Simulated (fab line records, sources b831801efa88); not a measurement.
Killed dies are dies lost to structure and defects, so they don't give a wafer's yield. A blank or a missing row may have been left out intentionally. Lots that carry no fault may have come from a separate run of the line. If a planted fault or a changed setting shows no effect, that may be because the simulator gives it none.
2 desks looking at one fault | flow sky130 | numbers are kept per desk, each desk with only its own; the story behind them comes last

== TOOL OWNER'S DESK, implanter-02 ==
SKY_NWELL_IMPLANT_11, tool's own readings: per-lot mean of the sampled wafers with a number, covering each lot this tool ran. The brackets show how far a lot's mean lies from the usual mean; more than 4 standard deviations puts the lot out of limits, marked OUT.
Columns: A = beamEnergyKeV at SKY_NWELL_IMPLANT_11, usual 400.02
lot  | first seen here | A
L464 | day 5 05:29     | 399.96
L467 | day 5 23:02     | 399.98
L476 | day 8 11:59     | 375.28 (-99 or more) OUT
L478 | day 8 21:17     | 375.50 (-99 or more) OUT
This desk's finding: out of limits on L476, L478; first on L476, day 8 11:59 (beamEnergyKeV at SKY_NWELL_IMPLANT_11). L464, L467: within limits.

== METROLOGY DESK ==
What the gauges read for every lot (on any tool): the sampled wafers with a number, averaged. The brackets show how far a lot's mean lies from the usual mean; more than 4 standard deviations puts the lot out of limits, marked OUT.
Columns: A = NWELL_RS at SKY_NWELL_RS_MEAS_29, usual 624.5 ohm/sq; B = CONTACT_OVL at SKY_CONTACT_OVL_MEAS_15, usual -1 nm; C = CONTACT_W_THK at SKY_CONTACT_THK_MEAS_26, usual 345 nm
lot  | first seen here | A                | B  | C
L462 | day 5 13:59     | 625.5            | 0  | 350
L463 | day 5 18:53     | 623.4            | -2 | 348
L464 | day 6 00:26     | 624.8            | -4 | 347
L465 | day 6 07:50     | 623.5            | 0  | 332
L466 | day 6 11:56     | 624.6            | -4 | 347
L467 | day 6 18:05     | 624.4            | -7 | 341
L469 | day 7 08:05     | 624.8            | 3  | 345
L476 | day 9 10:14     | 634.1 (+7.4) OUT | -5 | 349
L478 | day 9 19:20     | 633.2 (+6.7) OUT | 0  | 341
L481 | day 10 08:02    | 623.0            | 1  | 346
L482 | day 10 16:37    | 627.0            | 4  | 349
L483 | day 10 20:25    | 624.0            | 2  | 343
L484 | day 11 06:32    | 624.7            | -4 | 344
Finding of this desk: L476, L478 out of limits, first seen on L476 at day 9 10:14 (NWELL_RS at SKY_NWELL_RS_MEAS_29). L462, L463, L464, L465, L466, L467, L469, L481, L482, L483, L484: within limits.

== PUT TOGETHER ==
The tool owner's desk could have raised an alarm at day 8 11:59, on L476, L478.
At day 9 10:14 the metrology desk could have sounded an alarm, on L476, L478.
On implanter-02, each named lot ran SKY_NWELL_IMPLANT_11.

== WHAT HAD BEEN PUT IN BY THE SIMULATOR ==
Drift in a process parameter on implanter-02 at SKY_NWELL_IMPLANT_11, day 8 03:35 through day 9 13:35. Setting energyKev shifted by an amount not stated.
Lots struck among those shown: L476, L478.
Counting hours from when the fault started, the first reading out of limits came at 8 for the tool owner's desk and at 31 for the metrology desk.
